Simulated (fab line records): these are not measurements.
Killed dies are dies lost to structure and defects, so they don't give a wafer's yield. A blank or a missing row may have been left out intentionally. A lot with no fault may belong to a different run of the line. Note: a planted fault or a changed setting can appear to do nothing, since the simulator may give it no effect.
fab line records    flow sky130
record lots=13  wafers=39  last_day=50
route steps=708 shown FIELD_ISO@10 NWELL@64 VT_ADJUST_LVTN@115 PAD_OPEN@708
lots that met no fault: from a run of the same line without faults
start_h: start of the lot's first displayed wafer, in hours after the record's first day    wait_h: time in hours since the lot's previous step    " as in the row above    L1.1+2: a row that stands for several wafers    - either no value or no given start    * or withheld: withheld    < > ~ a bound
route shown NAME@n: NAME is a module with steps in the file, n the number in the route of the first one    usual: mean and standard deviation over wafers with no fault    same: alike in all rows    chamber/n: place in a boat    sites: the reading at each site    _std_site: standard deviation across them    _edge_site: the outer-site mean with the inner-site mean subtracted    radius_mm: how far each site lies from the wafer's centre    mask NAME#n: copy n    behind: the most recent tool/chamber to have shaped the wafer    hold: cause of the lot's hold/its duration in hours/its outcome    device: whichever transistor did not switch (one of n, p or np)    end of line: at the end of the route, the tests of the same wafers    a step with no rows: only its recipe    killed: dies that structure and defects cost at the first sort, which is not the same as the wafer's yield    map: the dies of a wafer, with x for killed, . for not killed, _ for no die there
set.NAME: the setting that was run; set.NAME@STEP: the one run at that earlier step    model.NAME: the simulator's own value behind a step, which no gauge read
a sample of lots followed through the steps of the route, with each step as a table and each wafer as a row
services: the hour from which a tool's chamber was out of use, counted from the record's first day as start_h (under 0 if before that day), plus the number of hours and why
## steps
# step SKY_FIELD_ISO_SOFTBAKE_09
# recipe temp_c=100  time_s=94.5  resist=KrF-thick
# usual plate_sensor_t_centre_C=100.88/0.0098  plate_sensor_t_edge_C=100.95/0.01
lot.wafer  tool            chamber  start_h  wait_h  plate_sensor_t_centre_C  plate_sensor_t_edge_C
L353.1     litho_track-03  0        -        -       100.89                   100.96
L353.2     "               0        "        "       100.88                   100.96
L353.5     "               0        "        "       100.89                   100.97
L356.2     litho_track-03  0        -        -       100.9                    100.96
L356.3     "               0        "        "       100.89                   100.95
L356.5     "               0        "        "       100.88                   100.94
L359.3     litho_track-03  0        -        -       100.89                   100.95
L359.4     "               0        "        "       100.89                   100.94
L359.5     "               0        "        "       100.89                   100.96
L361.2     litho_track-01  0        -        -       100.87                   100.96
L361.3     "               0        "        "       100.89                   100.94
L361.5     "               0        "        "       100.9                    100.95
L362.1     litho_track-01  0        -        -       100.89                   100.96
L362.5     "               0        "        "       100.88                   100.94
L362.6     "               0        "        "       100.88                   100.95
L365.1     litho_track-01  0        -        -       100.89                   100.96
L365.3     "               0        "        "       100.89                   100.95
L365.5     "               0        "        "       100.88                   100.97
L366.1     litho_track-03  0        -        -       100.87                   100.97
L366.3     "               0        "        "       100.88                   100.96
L366.6     "               0        "        "       100.88                   100.97
L367.2     litho_track-02  0        -        -       100.89                   100.96
L367.3     "               0        "        "       100.89                   100.95
L367.4     "               0        "        "       100.89                   100.95
L369.1     litho_track-01  0        -        -       100.88                   100.96
L369.4     "               0        "        "       100.89                   100.95
L369.5     "               0        "        "       100.89                   100.95
L370.2     litho_track-03  0        -        -       100.89                   100.95
L370.4     "               0        "        "       100.89                   100.97
L370.6     "               0        "        "       100.89                   100.95
L371.1     litho_track-02  0        -        -       100.88                   100.94
L371.2     "               0        "        "       100.88                   100.95
L371.4     "               0        "        "       100.89                   100.96
L372.1     litho_track-02  0        -        -       100.87                   100.94
L372.2     "               0        "        "       100.89                   100.94
L372.6     "               0        "        "       100.89                   100.95
L376.2     litho_track-01  0        -        -       100.89                   100.94
L376.3     "               0        "        "       100.89                   100.96
L376.4     "               0        "        "       100.89                   100.96
# step SKY_NWELL_IMPLANT_11
# recipe species=P  energy_kev=400  dose_cm2=1.9e+13  tilt_deg=withheld
# usual beam_energy_keV=399.99/0.12
lot.wafer  tool          chamber  start_h  wait_h  beam_energy_keV
L353.1     implanter-02  0        87.32    0.0     399.99
L353.2     "             0        "        "       399.98
L353.5     "             0        "        "       399.98
L356.2     implanter-04  0        107.39   0.0     399.86
L356.3     "             0        "        "       400.03
L356.5     "             0        "        "       399.95
L359.3     implanter-04  0        121.17   0.1     400.17
L359.4     "             0        "        "       400.02
L359.5     "             0        "        "       399.95
L361.2     implanter-04  0        136.57   0.0     399.99
L361.3     "             0        "        "       400.07
L361.5     "             0        "        "       399.92
L362.1     implanter-04  0        144.12   0.0     400.17
L362.5     "             0        "        "       399.93
L362.6     "             0        "        "       400.06
L365.1     implanter-01  0        157.07   0.0     400.02
L365.3     "             0        "        "       399.99
L365.5     "             0        "        "       400.07
L366.1     implanter-02  0        161.72   0.0     399.97
L366.3     "             0        "        "       399.86
L366.6     "             0        "        "       399.86
L367.2     implanter-02  0        166.49   0.0     457.14
L367.3     "             0        "        "       456.96
L367.4     "             0        "        "       457.23
L369.1     implanter-01  0        180.82   0.0     400.02
L369.4     "             0        "        "       399.98
L369.5     "             0        "        "       400.00
L370.2     implanter-01  0        186.07   0.0     400.08
L370.4     "             0        "        "       400.09
L370.6     "             0        "        "       399.98
L371.1     implanter-02  0        192.12   0.0     457.18
L371.2     "             0        "        "       457.20
L371.4     "             0        "        "       457.16
L372.1     implanter-02  0        204.42   0.0     457.25
L372.2     "             0        "        "       457.20
L372.6     "             0        "        "       456.99
L376.2     implanter-01  0        218.09   0.0     399.96
L376.3     "             0        "        "       400.28
L376.4     "             0        "        "       400.16
# step SKY_NWELL_OVL_MEAS_23
# usual NWELL_01_OVL=0.2/1.3
lot.wafer  tool        chamber  start_h  wait_h  NWELL_01_OVL[nm]
L353.1     overlay-01  -        105.29   -       0.3
L353.2     "           -        "        "       0.6
L353.5     "           -        "        "       -1.5
L356.2     overlay-02  -        126.86   -       1.3
L356.3     "           -        "        "       2.9
L356.5     "           -        "        "       0.8
L359.3     overlay-02  -        140.84   -       0.3
L359.4     "           -        "        "       -0.2
L359.5     "           -        "        "       0.2
L361.2     overlay-02  -        156.94   -       0.9
L361.3     "           -        "        "       1.0
L361.5     "           -        "        "       0.7
L362.1     overlay-01  -        164.83   -       -1.0
L362.5     "           -        "        "       0.5
L362.6     "           -        "        "       -1.2
L365.1     overlay-02  -        178.38   -       2.5
L365.3     "           -        "        "       -0.6
L365.5     "           -        "        "       1.4
L366.1     overlay-02  -        182.68   -       -0.8
L366.3     "           -        "        "       0.2
L366.6     "           -        "        "       -1.8
L367.2     overlay-02  -        187.89   -       0.1
L367.3     "           -        "        "       0.9
L367.4     "           -        "        "       0.0
L369.1     overlay-01  -        202.15   -       1.0
L369.4     "           -        "        "       2.1
L369.5     "           -        "        "       -0.6
L370.2     overlay-01  -        206.89   -       -1.0
L370.4     "           -        "        "       0.4
L370.6     "           -        "        "       1.2
L371.1     overlay-02  -        212.83   -       0.0
L371.2     "           -        "        "       0.9
L371.4     "           -        "        "       2.7
L372.1     overlay-01  -        225.80   -       -0.5
L372.2     "           -        "        "       -0.3
L372.6     "           -        "        "       -0.3
L376.2     overlay-01  -        241.53   -       -2.0
L376.3     "           -        "        "       -1.0
L376.4     "           -        "        "       0.1
# step SKY_NWELL_RS_MEAS_29
# recipe thk_meas_gauge=four-point-probe
# usual NWELL_RS=624.4/1.5
lot.wafer  tool           chamber  start_h  wait_h  hold                      NWELL_RS[ohm/sq]
L353.1     film_metro-04  -        105.78   0.1     -                         623.7
L353.2     "              -        "        "       -                         624.3
L353.5     "              -        "        "       -                         622.5
L356.2     film_metro-04  -        127.37   0.1     -                         628.3
L356.3     "              -        "        "       -                         626.5
L356.5     "              -        "        "       -                         628.5
L359.3     film_metro-02  -        141.37   0.1     -                         624.6
L359.4     "              -        "        "       -                         624.8
L359.5     "              -        "        "       -                         625.6
L361.2     film_metro-02  -        157.55   0.2     -                         622.7
L361.3     "              -        "        "       -                         624.2
L361.5     "              -        "        "       -                         621.8
L362.1     film_metro-02  -        165.43   0.2     -                         625.8
L362.5     "              -        "        "       -                         626.0
L362.6     "              -        "        "       -                         627.4
L365.1     film_metro-02  -        178.88   0.1     -                         624.1
L365.3     "              -        "        "       -                         625.1
L365.5     "              -        "        "       -                         623.5
L366.1     film_metro-04  -        183.18   0.1     -                         624.7
L366.3     "              -        "        "       -                         625.2
L366.6     "              -        "        "       -                         623.7
L367.2     film_metro-01  -        188.40   0.1     await_dispo/0.2h/release  602.6
L367.3     "              -        "        "       await_dispo/0.2h/release  606.4
L367.4     "              -        "        "       await_dispo/0.2h/release  604.9
L367.2     film_metro-01  -        188.76   0.3     -                         603.1
L367.3     "              -        "        "       -                         605.3
L367.4     "              -        "        "       -                         604.6
L369.1     film_metro-01  -        202.65   0.1     -                         625.9
L369.4     "              -        "        "       -                         626.2
L369.5     "              -        "        "       -                         625.7
L370.2     film_metro-02  -        207.40   0.1     -                         623.4
L370.4     "              -        "        "       -                         624.8
L370.6     "              -        "        "       -                         622.9
L371.1     film_metro-04  -        213.33   0.1     await_dispo/0.2h/release  604.1
L371.2     "              -        "        "       await_dispo/0.2h/release  605.1
L371.4     "              -        "        "       await_dispo/0.2h/release  606.4
L371.1     film_metro-04  -        213.69   0.3     -                         604.7
L371.2     "              -        "        "       -                         607.3
L371.4     "              -        "        "       -                         606.2
L372.1     film_metro-04  -        226.30   0.1     await_dispo/0.2h/release  605.5
L372.2     "              -        "        "       await_dispo/0.2h/release  606.8
L372.6     "              -        "        "       await_dispo/0.2h/release  606.7
L372.1     film_metro-04  -        226.66   0.3     -                         605.9
L372.2     "              -        "        "       -                         606.3
L372.6     "              -        "        "       -                         606.7
L376.2     film_metro-02  -        242.05   0.1     -                         622.9
L376.3     "              -        "        "       -                         622.9
L376.4     "              -        "        "       -                         623.9
# step SKY_VT_ADJUST_LVTN_OVL_MEAS_18
# usual VT_ADJUST_LVTN_01_OVL=0.2/1.3
lot.wafer  tool        chamber  start_h  wait_h  VT_ADJUST_LVTN_01_OVL[nm]
L353.1     overlay-01  -        164.20   0.1     -1.1
L353.2     "           -        "        "       0.7
L353.5     "           -        "        "       -1.0
L356.2     overlay-02  -        188.10   0.1     0.6
L356.3     "           -        "        "       1.8
L356.5     "           -        "        "       1.4
L359.3     overlay-02  -        202.94   0.1     -0.2
L359.4     "           -        "        "       0.5
L359.5     "           -        "        "       0.0
L361.2     overlay-01  -        220.45   0.1     1.9
L361.3     "           -        "        "       2.6
L361.5     "           -        "        "       -0.2
L362.1     overlay-01  -        227.90   0.1     -1.0
L362.5     "           -        "        "       0.1
L362.6     "           -        "        "       -3.1
L365.1     overlay-01  -        244.65   0.1     0.1
L365.3     "           -        "        "       1.5
L365.5     "           -        "        "       0.1
L366.1     overlay-02  -        247.98   0.1     1.8
L366.3     "           -        "        "       1.4
L366.6     "           -        "        "       1.3
L367.2     overlay-01  -        256.38   0.1     1.5
L367.3     "           -        "        "       0.2
L367.4     "           -        "        "       -1.1
L369.1     overlay-02  -        271.73   0.1     1.8
L369.4     "           -        "        "       1.7
L369.5     "           -        "        "       1.3
L370.2     overlay-01  -        275.48   0.1     -1.2
L370.4     "           -        "        "       -1.3
L370.6     "           -        "        "       -1.5
L371.1     overlay-02  -        283.68   0.1     1.5
L371.2     "           -        "        "       0.1
L371.4     "           -        "        "       -0.8
L372.1     overlay-02  -        298.55   0.1     1.9
L372.2     "           -        "        "       -0.2
L372.6     "           -        "        "       2.8
L376.2     overlay-01  -        316.56   0.1     -0.5
L376.3     "           -        "        "       0.4
L376.4     "           -        "        "       0.4
# step SKY_PAD_OPEN_PROBE_99
# usual killed_at_M0_to_M3=43/7.5  killed_at_M4_up=3.2/1.9  killed_at_contacts=24/4.9  killed_at_front_end=15/4.3  killed_at_other=0.4/0.72  killed_dies=86/9.1  killed_open=47/6.5  killed_short=39/6.5
# same gross_dies=492  killed_at_back_side=0
lot.wafer  tool       chamber  start_h  wait_h  killed_at_M0_to_M3  killed_at_M4_up  killed_at_contacts  killed_at_front_end  killed_at_other  killed_dies  killed_open  killed_short
L353.1     prober-02  -        1086.08  0.1     30                  5                28                  19                   1                83           47           36
L353.2     prober-02  -        1086.13  0.1     38                  6                30                  17                   0                91           50           41
L353.5     prober-02  -        1086.28  0.2     45                  1                34                  13                   0                93           60           33
L361.2     prober-02  -        1136.43  0.1     28                  2                24                  18                   0                72           32           40
L361.3     prober-02  -        1136.48  0.2     36                  3                36                  10                   0                85           45           40
L361.5     prober-02  -        1136.58  0.2     37                  2                25                  12                   0                76           40           36
L362.1     prober-01  -        1148.78  0.1     39                  3                24                  18                   0                84           46           37
L362.5     prober-01  -        1148.98  0.2     49                  1                25                  15                   0                90           54           36
L362.6     prober-01  -        1149.03  0.2     55                  1                27                  14                   1                98           61           36
L365.1     prober-02  -        1156.16  0.1     43                  4                26                  14                   0                87           51           36
L365.3     prober-02  -        1156.26  0.2     45                  5                24                  21                   0                95           47           48
L365.5     prober-02  -        1156.36  0.2     51                  1                31                  22                   1                106          55           51
L366.1     prober-01  -        1162.42  0.1     40                  5                21                  12                   0                78           52           26
L366.3     prober-01  -        1162.52  0.2     56                  5                33                  20                   0                114          66           48
L366.6     prober-01  -        1162.67  0.2     47                  3                25                  14                   0                89           58           31
L367.2     prober-02  -        1173.51  0.1     34                  1                21                  22                   1                79           46           33
L367.3     prober-02  -        1173.56  0.2     54                  2                21                  12                   2                91           50           41
L367.4     prober-02  -        1173.61  0.2     37                  0                27                  16                   2                82           40           42
L369.1     prober-02  -        1176.30  0.1     47                  1                30                  19                   0                97           50           47
L369.4     prober-02  -        1176.45  0.2     30                  1                25                  22                   0                78           39           39
L369.5     prober-02  -        1176.50  0.2     40                  0                20                  17                   0                77           42           35
L370.2     prober-01  -        1184.20  0.1     30                  2                22                  8                    0                62           33           29
L370.4     prober-01  -        1184.30  0.2     33                  1                29                  12                   0                75           37           37
L370.6     prober-01  -        1184.40  0.2     38                  2                27                  18                   0                85           45           40
L371.1     prober-02  -        1188.32  0.1     52                  2                24                  15                   0                93           47           46
L371.2     prober-02  -        1188.37  0.1     53                  4                23                  13                   1                94           44           50
L371.4     prober-02  -        1188.47  0.2     44                  2                25                  13                   0                84           41           43
# killed by level:class
L353.1 CONTACT:geometric_particle:open=14 VIA1:geometric_particle:open=7 VIA3:geometric_particle:open=6 CONTACT:geometric_particle:short=6 FIELD_ISO:geometric_particle:short=5 POLY_GATE:geometric_particle:short=5 LI_CONTACT:geometric_particle:open=5 POLY_GATE:geometric_particle:open=4
L353.2 CONTACT:geometric_particle:open=10 VIA1:geometric_particle:open=10 LI_CONTACT:geometric_particle:open=6 VIA3:geometric_particle:open=6 POLY_GATE:geometric_particle:open=5 LI_CONTACT:geometric_particle:short=5 LOCAL_INTERCONNECT:geometric_particle:short=5 METAL4:geometric_particle:short=5
L353.5 CONTACT:geometric_particle:open=16 VIA3:geometric_particle:open=9 VIA1:geometric_particle:open=9 LI_CONTACT:geometric_particle:open=8 LOCAL_INTERCONNECT:geometric_particle:short=6 VIA2:geometric_particle:open=5 METAL1:geometric_particle:short=5 FIELD_ISO:geometric_particle:open=4
L361.2 METAL2:geometric_particle:short=7 LI_CONTACT:geometric_particle:open=7 VIA1:geometric_particle:open=7 FIELD_ISO:geometric_particle:open=6 CONTACT:geometric_particle:open=6 FIELD_ISO:geometric_particle:short=5 CONTACT:geometric_particle:short=5 POLY_GATE:geometric_particle:short=4
L361.3 CONTACT:geometric_particle:open=15 VIA1:geometric_particle:open=8 VIA1:geometric_particle:short=7 LI_CONTACT:geometric_particle:open=6 LOCAL_INTERCONNECT:geometric_particle:short=6 LI_CONTACT:geometric_particle:short=4 CONTACT:geometric_particle:short=4 METAL1:geometric_particle:short=4
L361.5 CONTACT:geometric_particle:open=15 VIA1:geometric_particle:open=9 METAL1:geometric_particle:short=7 METAL2:geometric_particle:short=7 LI_CONTACT:geometric_particle:open=4 VIA2:geometric_particle:open=4 VIA1:geometric_particle:short=4 FIELD_ISO:geometric_particle:open=3
L362.1 LI_CONTACT:geometric_particle:open=9 CONTACT:geometric_particle:open=9 VIA3:geometric_particle:open=7 VIA1:geometric_particle:open=7 FIELD_ISO:geometric_particle:short=6 METAL2:geometric_particle:short=6 VIA2:geometric_particle:open=4 POLY_GATE:geometric_particle:short=3
L362.5 VIA3:geometric_particle:open=9 VIA1:geometric_particle:open=9 CONTACT:geometric_particle:open=9 VIA2:geometric_particle:open=7 LI_CONTACT:geometric_particle:open=6 METAL1:geometric_particle:short=6 CONTACT:geometric_particle:short=5 POLY_GATE:geometric_particle:open=4
L362.6 VIA1:geometric_particle:open=16 CONTACT:geometric_particle:open=12 VIA2:geometric_particle:open=10 VIA3:geometric_particle:open=7 LI_CONTACT:geometric_particle:open=6 CONTACT:geometric_particle:short=6 METAL1:geometric_particle:short=5 POLY_GATE:geometric_particle:short=4
L365.1 CONTACT:geometric_particle:open=11 VIA2:geometric_particle:open=8 VIA1:geometric_particle:open=7 VIA3:geometric_particle:open=6 SPACER:geometric_particle:open=5 METAL1:geometric_particle:short=5 LI_CONTACT:geometric_particle:open=4 CONTACT:geometric_particle:short=4
L365.3 VIA3:geometric_particle:open=8 CONTACT:geometric_particle:open=7 METAL1:geometric_particle:short=7 VIA1:geometric_particle:open=7 FIELD_ISO:geometric_particle:short=6 VIA2:geometric_particle:open=6 LI_CONTACT:geometric_particle:open=5 CONTACT:geometric_particle:short=5
L365.5 CONTACT:geometric_particle:open=14 VIA1:geometric_particle:open=11 VIA3:geometric_particle:open=11 FIELD_ISO:geometric_particle:open=8 METAL1:geometric_particle:short=6 CONTACT:geometric_particle:short=6 VIA1:geometric_particle:short=6 FIELD_ISO:geometric_particle:short=5
L366.1 VIA1:geometric_particle:open=11 CONTACT:geometric_particle:open=9 VIA2:geometric_particle:open=9 VIA3:geometric_particle:open=7 LI_CONTACT:geometric_particle:open=5 CONTACT:geometric_particle:short=3 METAL1:geometric_particle:short=3 METAL2:geometric_particle:short=3
L366.3 LI_CONTACT:geometric_particle:open=12 VIA2:geometric_particle:open=9 CONTACT:geometric_particle:open=9 METAL1:geometric_particle:short=8 VIA1:geometric_particle:open=8 LI_CONTACT:geometric_particle:short=7 VIA3:geometric_particle:short=7 FIELD_ISO:geometric_particle:open=5
L366.6 LI_CONTACT:geometric_particle:open=11 VIA1:geometric_particle:open=10 VIA2:geometric_particle:open=10 POLY_GATE:geometric_particle:open=8 METAL1:geometric_particle:short=8 CONTACT:geometric_particle:open=6 LI_CONTACT:geometric_particle:short=4 VIA2:geometric_particle:short=4
L367.2 VIA1:geometric_particle:open=12 CONTACT:geometric_particle:open=7 FIELD_ISO:geometric_particle:open=6 METAL1:geometric_particle:short=5 VIA1:geometric_particle:short=5 VIA2:geometric_particle:open=5 POLY_GATE:geometric_particle:open=4 LOCAL_INTERCONNECT:geometric_particle:short=4
L367.3 VIA1:geometric_particle:open=11 CONTACT:geometric_particle:open=8 VIA2:geometric_particle:open=7 VIA1:geometric_particle:short=7 VIA3:geometric_particle:open=7 LOCAL_INTERCONNECT:geometric_particle:short=6 FIELD_ISO:geometric_particle:short=5 LI_CONTACT:geometric_particle:open=4
L367.4 VIA1:geometric_particle:open=9 LOCAL_INTERCONNECT:geometric_particle:short=8 FIELD_ISO:geometric_particle:open=7 VIA3:geometric_particle:open=7 CONTACT:geometric_particle:open=7 METAL1:geometric_particle:short=7 CONTACT:geometric_particle:short=5 LI_CONTACT:geometric_particle:open=4
L369.1 VIA1:geometric_particle:open=11 LI_CONTACT:geometric_particle:open=9 CONTACT:geometric_particle:open=9 METAL2:geometric_particle:short=8 FIELD_ISO:geometric_particle:short=5 LI_CONTACT:geometric_particle:short=5 VIA3:geometric_particle:open=5 VIA3:geometric_particle:short=5
L369.4 VIA1:geometric_particle:open=10 CONTACT:geometric_particle:open=9 FIELD_ISO:geometric_particle:short=8 CONTACT:geometric_particle:short=5 METAL2:geometric_particle:short=5 SPACER:geometric_particle:short=4 LI_CONTACT:geometric_particle:short=4 LI_CONTACT:geometric_particle:open=4
L369.5 VIA1:geometric_particle:open=12 CONTACT:geometric_particle:open=7 CONTACT:geometric_particle:short=6 FIELD_ISO:geometric_particle:short=5 METAL2:geometric_particle:short=5 VIA2:geometric_particle:open=5 LI_CONTACT:geometric_particle:open=4 VIA1:geometric_particle:short=4
L370.2 VIA1:geometric_particle:open=9 CONTACT:geometric_particle:open=8 LI_CONTACT:geometric_particle:open=7 METAL1:geometric_particle:short=4 METAL2:geometric_particle:short=4 POLY_GATE:geometric_particle:short=3 LOCAL_INTERCONNECT:geometric_particle:short=3 VIA2:geometric_particle:open=3
L370.4 LI_CONTACT:geometric_particle:open=8 VIA1:geometric_particle:open=6 LOCAL_INTERCONNECT:geometric_particle:short=6 CONTACT:geometric_particle:open=6 VIA3:geometric_particle:short=6 LI_CONTACT:geometric_particle:short=5 VIA2:geometric_particle:open=5 POLY_GATE:geometric_particle:open=4
L370.6 LI_CONTACT:geometric_particle:open=8 VIA3:geometric_particle:open=8 CONTACT:geometric_particle:open=7 VIA1:geometric_particle:open=7 FIELD_ISO:geometric_particle:short=5 METAL2:geometric_particle:short=5 LOCAL_INTERCONNECT:geometric_particle:short=5 METAL3:geometric_particle:short=5
L371.1 CONTACT:geometric_particle:open=10 VIA2:geometric_particle:open=9 VIA1:geometric_particle:open=8 VIA3:geometric_particle:short=8 VIA2:geometric_particle:short=7 VIA1:geometric_particle:short=6 LI_CONTACT:geometric_particle:open=5 POLY_GATE:geometric_particle:open=4
L371.2 METAL1:geometric_particle:short=14 CONTACT:geometric_particle:open=11 VIA1:geometric_particle:open=8 FIELD_ISO:geometric_particle:short=6 VIA2:geometric_particle:open=6 VIA3:geometric_particle:open=6 METAL2:geometric_particle:short=5 METAL3:geometric_particle:short=5
L371.4 VIA1:geometric_particle:open=10 LI_CONTACT:geometric_particle:open=9 VIA1:geometric_particle:short=7 CONTACT:geometric_particle:open=6 FIELD_ISO:geometric_particle:open=5 CONTACT:geometric_particle:short=5 METAL1:geometric_particle:short=4 METAL2:geometric_particle:short=4
## services
tool          chamber  start_h  hours  kind
implanter-04  -        61.36    5.6    repair
implanter-02  -        65.05    4.5    pm
implanter-01  -        97.49    1.3    repair
implanter-01  -        127.23   0.7    repair
implanter-04  -        127.55   3.6    pm
implanter-04  -        193.37   4.9    repair
implanter-04  -        213.44   3.6    repair
## key
first_sign step=SKY_NWELL_IMPLANT_11  reading=beam_energy_keV  direction=up  sigmas=99+  usual=*  struck=*
effect step=SKY_NWELL_RS_MEAS_29  reading=visit  direction=added
effect step=SKY_NWELL_RS_MEAS_29  reading=NWELL_RS  direction=down  sigmas=12  usual=624.4  struck=605.4
met_at SKY_NWELL_IMPLANT_11
struck_lots L367,L371,L372
tester_left_out L367,L371,L372
not_acting_at SKY_FIELD_ISO_SOFTBAKE_09,SKY_NWELL_OVL_MEAS_23,SKY_VT_ADJUST_LVTN_OVL_MEAS_18
onset_between 161.72 166.49
fault kind=process_parameter_drift  tool=implanter-02  chamber=-  onset_h=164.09  steps=SKY_NWELL_IMPLANT_11  channel=energy_kev  offset=*  shape=step  end_h=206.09  acts_in=*  stated=*
# tester_left_out: of these lots the tester's yield and bins aren't shown, on N5 and GAA mostly nor the transistor test; their killed dies are dies lost to structure and defects alone, not to doping, threshold or leakage, so they don't give the yield
